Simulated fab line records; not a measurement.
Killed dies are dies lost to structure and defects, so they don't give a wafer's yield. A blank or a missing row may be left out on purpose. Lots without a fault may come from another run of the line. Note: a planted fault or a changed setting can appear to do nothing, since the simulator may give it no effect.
fab line records | flow sky130
[record] lots = 5 | wafers = 15 | last_day = 50
route steps=708 shown CONTACT@432 METAL1@434
lots with no fault: from the same line, run without faults
start_h: hours from the record's opening day to when the first of the lot's shown wafers began | wait_h: hours elapsed since this lot's preceding step | " same as the row above | L1.1+2: one row covering several wafers at once | - value missing, or start not given | * or withheld: withheld | < > ~ a bound
route shown NAME@n: a module of which the file shows steps, and the number in the route of the first | usual: mean/standard deviation taken from wafers without a fault | same: alike in all rows | chamber/n: place in a boat | sites: readings site by site | _std_site: their standard deviation | _edge_site: outer sites' mean less inner sites' | radius_mm: for every site, how far away it sits from the centre of the wafer | mask NAME#n: copy n | behind: tool/chamber where the wafer was last shaped | hold: reason for holding the lot/hours on hold/outcome of the hold | device: transistor that didn't switch, given as n, p or np | end of line: at the end of the route, the tests of the same wafers | for a step that has no rows: nothing shown but its recipe | killed: not the wafer's yield, but the dies lost to structure and defects at the first sort | map: a wafer's dies, x killed, . not, _ none there
set.NAME: the setting as run; set.NAME@STEP: as run at that earlier step | model.NAME: the simulator's own value behind a step, which no gauge read
lots seen at some steps along the route; tables by step, rows by wafer
services: the hour from which a tool's chamber was out of use, counted from the record's first day as start_h (under 0 if before that day), plus the number of hours and why
[[steps]]
[step SKY_CONTACT_THK_MEAS_26]
[recipe] thk_meas_gauge = xrf | reads = W_of_CONTACT_CVD_24
[usual] CONTACT_W_THK = 346/5.7
lot.wafer | tool          | chamber | start_h | wait_h | CONTACT_W_THK[nm]
L078.1    | film_metro-03 | -       | 772.08  | 0.1    | 354
L078.4    | "             | -       | "       | "      | 348
L078.5    | "             | -       | "       | "      | 348
L084.4    | film_metro-04 | -       | 825.23  | 0.1    | 340
L084.5    | "             | -       | "       | "      | 335
L084.6    | "             | -       | "       | "      | 340
L086.2    | film_metro-04 | -       | 836.10  | 0.1    | 343
L086.4    | "             | -       | "       | "      | 339
L086.6    | "             | -       | "       | "      | 340
L094.3    | film_metro-02 | -       | 897.06  | 0.1    | 348
L094.4    | "             | -       | "       | "      | 350
L094.5    | "             | -       | "       | "      | 350
L097.3    | film_metro-03 | -       | 918.57  | 0.1    | 337
L097.4    | "             | -       | "       | "      | 336
L097.5    | "             | -       | "       | "      | 341
[step SKY_CONTACT_CMP_27]
[recipe] stop_on = SiO2 | t_overpolish_s = 15 | down_force_psi = 3.5 | platen_rpm = 60 | target_thk_nm = 0 | pad_velocity_m_s = 0.94248
[usual] motor_current_A = 10.5/1.3 | overpolish_run_s = 14.999/0.0093 | time_to_endpoint_s = 85/3.5
lot.wafer | tool   | chamber | start_h | wait_h | motor_current_A | overpolish_run_s | time_to_endpoint_s
L078.1    | cmp-02 | 3       | 772.14  | 0.1    | 10.6            | 15.004           | 85
L078.4    | "      | 0       | "       | "      | 8.9             | 15.016           | 88
L078.5    | "      | 3       | "       | "      | 11.5            | 14.982           | 87
L084.4    | cmp-02 | 3       | 825.26  | 0.0    | 10.8            | 14.997           | 85
L084.5    | "      | 3       | "       | "      | 11.4            | 15.004           | 82
L084.6    | "      | 0       | "       | "      | 8.9             | 14.996           | 86
L086.4    | cmp-02 | 1       | 836.15  | 0.0    | 9.6             | 14.993           | 89
L086.2    | "      | 0       | "       | "      | 8.7             | 14.994           | 87
L086.6    | "      | 1       | "       | "      | 9.9             | 14.994           | 85
L094.3    | cmp-02 | 2       | 897.10  | 0.0    | 9.7             | 15.010           | 88
L094.4    | "      | 3       | "       | "      | 11.2            | 15.007           | 81
L094.5    | "      | 3       | "       | "      | 11.6            | 14.993           | 81
L097.4    | cmp-01 | 2       | 918.61  | 0.0    | 12.7            | 15.003           | 84
L097.3    | "      | 3       | "       | "      | 12.2            | 14.997           | 81
L097.5    | "      | 2       | "       | "      | 12.6            | 15.002           | 85
[step SKY_METAL1_SPUTTER_00]
[recipe] material = Ti | target_thk_nm = 15 | power_w = 3000 | time_s = 10 | chamber_pressure_pa = 0.4
[usual] throttle_valve_pct = 30.0/1.1
lot.wafer | tool           | chamber | start_h | wait_h | throttle_valve_pct
L078.1    | pvd_sputter-04 | -       | 772.44  | 0.2    | 31.8
L078.4    | "              | -       | "       | "      | 29.1
L078.5    | "              | -       | "       | "      | 30.3
L084.4    | pvd_sputter-04 | -       | 825.57  | 0.3    | 30.4
L084.5    | "              | -       | "       | "      | 31.9
L084.6    | "              | -       | "       | "      | 29.2
L086.2    | pvd_sputter-04 | -       | 836.45  | 0.1    | 30.4
L086.4    | "              | -       | "       | "      | 30.5
L086.6    | "              | -       | "       | "      | 29.5
L094.3    | pvd_sputter-04 | -       | 897.40  | 0.2    | 29.2
L094.4    | "              | -       | "       | "      | 30.2
L094.5    | "              | -       | "       | "      | 31.8
L097.3    | pvd_sputter-01 | -       | 918.91  | 0.2    | 29.4
L097.4    | "              | -       | "       | "      | 28.1
L097.5    | "              | -       | "       | "      | 29.3
[step SKY_METAL1_SPUTTER_01]
[recipe] material = TiN | target_thk_nm = 20 | power_w = 6500 | time_s = 16.7 | chamber_pressure_pa = 0.4
[usual] throttle_valve_pct = 30.0/1.1
lot.wafer | tool           | chamber | start_h | wait_h | throttle_valve_pct
L078.1    | pvd_sputter-04 | -       | 772.46  | 0.0    | 31.7
L078.4    | "              | -       | "       | "      | 29.4
L078.5    | "              | -       | "       | "      | 30.6
L084.4    | pvd_sputter-04 | -       | 825.59  | 0.0    | 30.1
L084.5    | "              | -       | "       | "      | 31.8
L084.6    | "              | -       | "       | "      | 29.3
L086.2    | pvd_sputter-04 | -       | 836.48  | 0.0    | 30.4
L086.4    | "              | -       | "       | "      | 30.6
L086.6    | "              | -       | "       | "      | 29.3
L094.3    | pvd_sputter-04 | -       | 897.42  | 0.0    | 29.3
L094.4    | "              | -       | "       | "      | 30.4
L094.5    | "              | -       | "       | "      | 31.9
L097.3    | pvd_sputter-01 | -       | 918.93  | 0.0    | 29.4
L097.4    | "              | -       | "       | "      | 28.5
L097.5    | "              | -       | "       | "      | 29.3
[step SKY_METAL1_SPUTTER_02]
[recipe] material = AlCu | target_thk_nm = 250 | power_w = 10600 | time_s = 13.3 | chamber_pressure_pa = 0.4
[usual] throttle_valve_pct = 30.0/1.1
lot.wafer | tool           | chamber | start_h | wait_h | throttle_valve_pct
L078.1    | pvd_sputter-04 | -       | 772.49  | 0.0    | 31.7
L078.4    | "              | -       | "       | "      | 29.3
L078.5    | "              | -       | "       | "      | 30.5
L084.4    | pvd_sputter-04 | -       | 825.62  | 0.0    | 30.2
L084.5    | "              | -       | "       | "      | 32.0
L084.6    | "              | -       | "       | "      | 29.5
L086.2    | pvd_sputter-04 | -       | 836.50  | 0.0    | 30.7
L086.4    | "              | -       | "       | "      | 30.3
L086.6    | "              | -       | "       | "      | 29.5
L094.3    | pvd_sputter-04 | -       | 897.45  | 0.0    | 29.4
L094.4    | "              | -       | "       | "      | 30.4
L094.5    | "              | -       | "       | "      | 31.8
L097.3    | pvd_sputter-01 | -       | 918.96  | 0.0    | 29.8
L097.4    | "              | -       | "       | "      | 28.3
L097.5    | "              | -       | "       | "      | 29.5
[step SKY_METAL1_SPUTTER_03]
[recipe] material = Ti | target_thk_nm = 5 | power_w = 3000 | time_s = 3.3 | chamber_pressure_pa = 0.4
[usual] throttle_valve_pct = 30.0/1.1
lot.wafer | tool           | chamber | start_h | wait_h | throttle_valve_pct
L078.1    | pvd_sputter-04 | -       | 772.51  | 0.0    | 31.8
L078.4    | "              | -       | "       | "      | 29.4
L078.5    | "              | -       | "       | "      | 30.3
L084.4    | pvd_sputter-04 | -       | 825.64  | 0.0    | 30.5
L084.5    | "              | -       | "       | "      | 31.7
L084.6    | "              | -       | "       | "      | 29.2
L086.2    | pvd_sputter-04 | -       | 836.53  | 0.0    | 30.5
L086.4    | "              | -       | "       | "      | 30.7
L086.6    | "              | -       | "       | "      | 29.3
L094.3    | pvd_sputter-04 | -       | 897.47  | 0.0    | 29.5
L094.4    | "              | -       | "       | "      | 30.2
L094.5    | "              | -       | "       | "      | 31.9
L097.3    | pvd_sputter-01 | -       | 918.98  | 0.0    | 29.2
L097.4    | "              | -       | "       | "      | 28.4
L097.5    | "              | -       | "       | "      | 29.1
[step SKY_METAL1_SPUTTER_04]
[recipe] material = TiN | target_thk_nm = 70 | power_w = 6500 | time_s = 58.3 | chamber_pressure_pa = 0.4
[usual] throttle_valve_pct = 30.0/1.1
lot.wafer | tool           | chamber | start_h | wait_h | throttle_valve_pct
L078.1    | pvd_sputter-04 | -       | 772.53  | 0.0    | 32.1
L078.4    | "              | -       | "       | "      | 29.4
L078.5    | "              | -       | "       | "      | 30.5
L084.4    | pvd_sputter-04 | -       | 825.67  | 0.0    | 30.3
L084.5    | "              | -       | "       | "      | 31.8
L084.6    | "              | -       | "       | "      | 29.2
L086.2    | pvd_sputter-04 | -       | 836.54  | 0.0    | 30.1
L086.4    | "              | -       | "       | "      | 30.4
L086.6    | "              | -       | "       | "      | 29.2
L094.3    | pvd_sputter-04 | -       | 897.49  | 0.0    | 29.4
L094.4    | "              | -       | "       | "      | 30.2
L094.5    | "              | -       | "       | "      | 31.9
L097.3    | pvd_sputter-01 | -       | 919.00  | 0.0    | 29.4
L097.4    | "              | -       | "       | "      | 28.1
L097.5    | "              | -       | "       | "      | 29.5
[step SKY_METAL1_RS_MEAS_05]
[recipe] thk_meas_gauge = four-point-probe | reads = TiN_of_METAL1_SPUTTER_04+Ti_of_METAL1_SPUTTER_03+AlCu_of_METAL1_SPUTTER_02+TiN_of_METAL1_SPUTTER_01+Ti_of_METAL1_SPUTTER_00
[usual] METAL1_ALCU_RS = 0.1263/0.0015
lot.wafer | tool          | chamber | start_h | wait_h | METAL1_ALCU_RS[ohm/sq]
L078.1    | film_metro-04 | -       | 772.58  | 0.0    | 0.1291
L078.4    | "             | -       | "       | "      | 0.1284
L078.5    | "             | -       | "       | "      | 0.1295
L084.4    | film_metro-04 | -       | 825.76  | 0.1    | 0.1281
L084.5    | "             | -       | "       | "      | 0.1278
L084.6    | "             | -       | "       | "      | 0.1284
L086.2    | film_metro-04 | -       | 836.61  | 0.0    | 0.1264
L086.4    | "             | -       | "       | "      | 0.1273
L086.6    | "             | -       | "       | "      | 0.1265
L094.3    | film_metro-03 | -       | 897.58  | 0.1    | 0.1259
L094.4    | "             | -       | "       | "      | 0.1257
L094.5    | "             | -       | "       | "      | 0.1251
L097.3    | film_metro-04 | -       | 919.09  | 0.1    | 0.1263
L097.4    | "             | -       | "       | "      | 0.1250
L097.5    | "             | -       | "       | "      | 0.1260
[step SKY_METAL1_THK_MEAS_06]
[recipe] thk_meas_gauge = xrf | reads = AlCu_of_METAL1_SPUTTER_02
[usual] METAL1_ALCU_THK = 251.7/2.9
lot.wafer | tool          | chamber | start_h | wait_h | METAL1_ALCU_THK[nm]
L078.1    | film_metro-04 | -       | 772.70  | 0.1    | 248.4
L078.4    | "             | -       | "       | "      | 248.6
L078.5    | "             | -       | "       | "      | 246.9
L084.4    | film_metro-04 | -       | 825.85  | 0.1    | 249.1
L084.5    | "             | -       | "       | "      | 250.8
L084.6    | "             | -       | "       | "      | 250.2
L086.2    | film_metro-04 | -       | 836.72  | 0.1    | 253.2
L086.4    | "             | -       | "       | "      | 253.8
L086.6    | "             | -       | "       | "      | 254.0
L094.3    | film_metro-03 | -       | 897.68  | 0.1    | 250.8
L094.4    | "             | -       | "       | "      | 250.9
L094.5    | "             | -       | "       | "      | 253.4
L097.3    | film_metro-04 | -       | 919.19  | 0.1    | 252.1
L097.4    | "             | -       | "       | "      | 255.2
L097.5    | "             | -       | "       | "      | 253.7
[step SKY_METAL1_DEHYDRATE_07]
[recipe] temp_c = 200 | time_s = 60
lot.wafer  | tool           | chamber | start_h | wait_h
L078.1+4+5 | litho_track-01 | 0       | 785.01  | 12.3
L084.4+5+6 | litho_track-01 | 0       | 837.94  | 12.1
L086.2+4+6 | litho_track-02 | 0       | 850.09  | 13.4
L094.3+4+5 | litho_track-01 | 0       | 910.41  | 12.7
L097.3+4+5 | litho_track-04 | 0       | 930.90  | 11.7
[step SKY_METAL1_HMDS_08]
[recipe] prime_time_s = 60 | prime_temp_c = 120
lot.wafer  | tool           | chamber | start_h | wait_h
L078.1+4+5 | litho_track-01 | 0       | 785.16  | 0.1
L084.4+5+6 | litho_track-01 | 0       | 838.09  | 0.1
L086.2+4+6 | litho_track-02 | 0       | 850.24  | 0.1
L094.3+4+5 | litho_track-01 | 0       | 910.56  | 0.1
L097.3+4+5 | litho_track-04 | 0       | 931.05  | 0.1
[step SKY_METAL1_COAT_09]
[recipe] resist = BARC | temp_c = withheld | time_s = withheld | spin_rpm = 3000 | resist_thk_nm = 60
lot.wafer  | tool           | chamber | start_h | wait_h
L078.1+4+5 | litho_track-01 | 0       | 785.31  | 0.1
L084.4+5+6 | litho_track-01 | 0       | 838.24  | 0.1
L086.2+4+6 | litho_track-02 | 0       | 850.39  | 0.1
L094.3+4+5 | litho_track-01 | 0       | 910.71  | 0.1
L097.3+4+5 | litho_track-04 | 0       | 931.20  | 0.1
[step SKY_METAL1_COAT_10]
[recipe] resist = KrF-thick | spin_rpm = 3000 | resist_thk_nm = 450
lot.wafer  | tool           | chamber | start_h | wait_h
L078.1+4+5 | litho_track-01 | 0       | -       | -
L084.4+5+6 | litho_track-01 | 0       | -       | -
L086.2+4+6 | litho_track-02 | 0       | -       | -
L094.3+4+5 | litho_track-01 | 0       | -       | -
L097.3+4+5 | litho_track-04 | 0       | -       | -
[step SKY_METAL1_SOFTBAKE_11]
[recipe] temp_c = 100 | time_s = 90 | resist = KrF-thick
lot.wafer  | tool           | chamber | start_h | wait_h
L078.1+4+5 | litho_track-01 | 0       | -       | -
L084.4+5+6 | litho_track-01 | 0       | -       | -
L086.2+4+6 | litho_track-02 | 0       | -       | -
L094.3+4+5 | litho_track-01 | 0       | -       | -
L097.3+4+5 | litho_track-04 | 0       | -       | -
[step SKY_METAL1_EXPOSE_12]
[recipe] mask_id = MM1 | na = 0.8 | source_shape = annular | sigma_inner = 0.55 | sigma_outer = 0.85 | target_cd_nm = 140 | dose_mj = 28
[same] sigma_outer = 0.85
lot.wafer  | tool           | chamber | start_h | wait_h | mask
L078.1+4+5 | krf_scanner-01 | 0       | -       | -      | MM1#0
L084.4+5+6 | krf_scanner-02 | 0       | -       | -      | MM1#0
L086.2+4+6 | krf_scanner-02 | 0       | -       | -      | MM1#0
L094.3+4+5 | krf_scanner-02 | 0       | -       | -      | MM1#0
L097.3+4+5 | krf_scanner-01 | 0       | -       | -      | MM1#0
[step SKY_METAL1_PEB_13]
[recipe] peb_temp_c = withheld | peb_time_s = withheld | resist = KrF-thick
lot.wafer  | tool           | chamber | start_h | wait_h
L078.1+4+5 | litho_track-04 | 0       | -       | -
L084.4+5+6 | litho_track-04 | 0       | -       | -
L086.2+4+6 | litho_track-02 | 0       | -       | -
L094.3+4+5 | litho_track-04 | 0       | -       | -
L097.3+4+5 | litho_track-04 | 0       | -       | -
[step SKY_METAL1_DEVELOP_14]
[recipe] develop_time_s = 60 | resist = KrF-thick | dev_temp_c = 21.54
lot.wafer  | tool           | chamber | start_h | wait_h
L078.1+4+5 | litho_track-04 | 0       | -       | -
L084.4+5+6 | litho_track-04 | 0       | -       | -
L086.2+4+6 | litho_track-02 | 0       | -       | -
L094.3+4+5 | litho_track-04 | 0       | -       | -
L097.3+4+5 | litho_track-04 | 0       | -       | -
[step SKY_METAL1_CD_MEAS_15]
[recipe] target_cd_nm = 140
[usual] cd_nm = 140.1/1.9
lot.wafer | tool      | chamber | start_h | wait_h | cd_nm
L078.1    | cd_sem-01 | -       | 799.60  | -      | 140.7
L078.4    | "         | -       | "       | "      | 139.0
L078.5    | "         | -       | "       | "      | 139.2
L084.4    | cd_sem-01 | -       | 852.26  | -      | 144.5
L084.5    | "         | -       | "       | "      | 144.8
L084.6    | "         | -       | "       | "      | 144.9
L086.2    | cd_sem-01 | -       | 863.48  | -      | 141.9
L086.4    | "         | -       | "       | "      | 140.5
L086.6    | "         | -       | "       | "      | 142.0
L094.3    | cd_sem-02 | -       | 922.99  | -      | 141.2
L094.4    | "         | -       | "       | "      | 143.4
L094.5    | "         | -       | "       | "      | 142.3
L097.3    | cd_sem-01 | -       | 944.04  | -      | 139.9
L097.4    | "         | -       | "       | "      | 140.5
L097.5    | "         | -       | "       | "      | 141.9
[step SKY_METAL1_OVL_MEAS_16]
[usual] METAL1_OVL = -2/5.1
lot.wafer | tool       | chamber | start_h | wait_h | METAL1_OVL[nm]
L078.1    | overlay-01 | -       | 799.72  | 0.1    | -2
L078.4    | "          | -       | "       | "      | 5
L078.5    | "          | -       | "       | "      | -2
L084.4    | overlay-01 | -       | 852.34  | 0.1    | 1
L084.5    | "          | -       | "       | "      | -3
L084.6    | "          | -       | "       | "      | -6
L086.2    | overlay-02 | -       | 863.59  | 0.1    | 1
L086.4    | "          | -       | "       | "      | -6
L086.6    | "          | -       | "       | "      | -9
L094.3    | overlay-01 | -       | 923.08  | 0.1    | -5
L094.4    | "          | -       | "       | "      | -1
L094.5    | "          | -       | "       | "      | -2
L097.3    | overlay-01 | -       | 944.13  | 0.1    | -1
L097.4    | "          | -       | "       | "      | -6
L097.5    | "          | -       | "       | "      | -2
[step SKY_METAL1_DESCUM_17]
[recipe] chemistry = O2 | source_power_w = 150 | bias_power_w = 0 | pressure_mtorr = 10 | temp_c = 40 | time_s = 8
[usual] drypump_motor_current_A = 5.88/0.28 | oes_product_au = 1.001/0.014
lot.wafer | tool         | chamber | start_h | wait_h | drypump_motor_current_A | oes_product_au | rf_hours_counter_h
L078.1    | rie_metal-04 | 1       | 799.76  | 0.0    | 5.57                    | 1.002          | 6
L078.4    | "            | 0       | "       | "      | 6.09                    | 0.982          | -
L078.5    | "            | 0       | "       | "      | 6.11                    | 0.980          | -
L084.4    | rie_metal-03 | 1       | 852.39  | 0.0    | 6.13                    | 1.019          | -
L084.5    | "            | 1       | "       | "      | 6.16                    | 1.012          | -
L084.6    | "            | 1       | "       | "      | 6.12                    | 1.018          | -
L086.2    | rie_metal-02 | 0       | 863.62  | 0.0    | 5.43                    | 1.010          | 7
L086.4    | "            | 0       | "       | "      | 5.39                    | 1.005          | -
L086.6    | "            | 1       | "       | "      | 6.14                    | 1.012          | -
L094.3    | rie_metal-02 | 0       | 923.12  | 0.0    | 5.41                    | 0.994          | -
L094.4    | "            | 1       | "       | "      | 6.14                    | 0.997          | -
L094.5    | "            | 1       | "       | "      | 6.14                    | 1.000          | -
L097.3    | rie_metal-02 | 1       | 944.17  | 0.0    | 6.13                    | 0.991          | -
L097.4    | "            | 0       | "       | "      | 5.40                    | 1.001          | -
L097.5    | "            | 1       | "       | "      | 6.15                    | 0.995          | -
[[services]]
tool           | chamber | start_h | hours | kind
rie_metal-03   | -       | 749.07  | 0.5   | repair
cmp-02         | -       | 749.52  | 0.8   | repair
cmp-01         | -       | 755.87  | 2.6   | repair
krf_scanner-02 | -       | 798.12  | 0.9   | repair
cmp-02         | -       | 818.82  | 0.6   | repair
krf_scanner-01 | -       | 820.93  | 1.0   | pm
krf_scanner-01 | -       | 825.73  | 0.2   | repair
cmp-01         | -       | 828.66  | 0.9   | repair
krf_scanner-01 | -       | 829.45  | 18.9  | repair
cmp-01         | -       | 833.51  | 5.5   | pm
krf_scanner-02 | -       | 834.77  | 0.8   | repair
rie_metal-03   | 0       | 836.06  | 42.8  | repair
krf_scanner-02 | -       | 848.48  | 0.8   | pm
krf_scanner-01 | -       | 849.25  | 0.8   | pm
krf_scanner-01 | -       | 850.00  | 1.3   | pm
pvd_sputter-04 | -       | 850.48  | 5.6   | repair
krf_scanner-02 | -       | 858.10  | 1.0   | pm
krf_scanner-02 | -       | 864.08  | 1.3   | pm
cmp-02         | -       | 869.22  | 4.9   | pm
krf_scanner-01 | -       | 870.84  | 4.0   | pm
pvd_sputter-01 | -       | 871.98  | 6.8   | repair
rie_metal-03   | -       | 907.84  | 0.2   | repair
cmp-02         | -       | 912.02  | 4.0   | pm
cmp-02         | -       | 926.66  | 1.1   | repair
[[key]]
fault none
